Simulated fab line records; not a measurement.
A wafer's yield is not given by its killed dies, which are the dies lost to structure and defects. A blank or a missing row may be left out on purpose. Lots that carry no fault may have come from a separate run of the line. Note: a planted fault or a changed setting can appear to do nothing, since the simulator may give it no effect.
What tool caused it? :: flow sky130 :: 18 wafers from 6 lots sampled at 2 of the route's 708 steps

## WHAT THE GAUGES SHOWED, per wafer
SKY_VIA4_BOW_MEAS_03.
lot: L367
measured: day 43 00:56
on: film_metro-03
VIA4_BOW (um): 85 76 84

lot: L369
measured: day 44 00:02
on: film_metro-04
VIA4_BOW (um): 79 85 74

lot: L372
measured: day 44 01:16
on: film_metro-03
VIA4_BOW (um): 69 61 70

lot: L373
measured: day 44 07:41
on: film_metro-04
VIA4_BOW (um): 77 73 70

lot: L377
measured: day 45 03:13
on: film_metro-04
VIA4_BOW (um): 66 77 75

lot: L380
measured: day 45 21:59
on: film_metro-03
VIA4_BOW (um): 74 86 81

## WHAT TOOL EACH LOT RAN ON (gives the tool, then ch and the chambers of the sampled wafers, and finally the start)
lot: L367
SKY_VIA4_CMP_02: cmp-02 ch 0,1,3, day 43 00:46

lot: L369
SKY_VIA4_CMP_02: cmp-01 ch 1,3, day 43 23:41

lot: L372
SKY_VIA4_CMP_02: cmp-01 ch 0,1,2, day 44 01:01

lot: L373
SKY_VIA4_CMP_02: cmp-01 ch 0,1,2, day 44 07:25

lot: L377
SKY_VIA4_CMP_02: cmp-01 ch 0,3, day 45 02:56

lot: L380
SKY_VIA4_CMP_02: cmp-02 ch 0,1, day 45 21:41
- SKY_VIA4_CMP_02: polishes SiO2.

## THE ANSWER, worked out from the rows above alone
Rule: the usual values come from the lots themselves. The widest of any qualifying gaps counts: lots, ordered by their means at a reading, are off when they make up no more than a third of the lots, leave a main group of 4 or more, and stand apart from it by 3 or more times the standard deviation of that group's means. A main group whose means are all the same, to the digits that the tables above print for the reading, isn't used. A lot without any number at a reading at which 4 lots or more have one is off too. All remaining lots with rows at the step are treated as sound.
Nothing can be told from this: no lot is off at any reading shown.

## WHAT THE SIMULATOR HAD PUT IN
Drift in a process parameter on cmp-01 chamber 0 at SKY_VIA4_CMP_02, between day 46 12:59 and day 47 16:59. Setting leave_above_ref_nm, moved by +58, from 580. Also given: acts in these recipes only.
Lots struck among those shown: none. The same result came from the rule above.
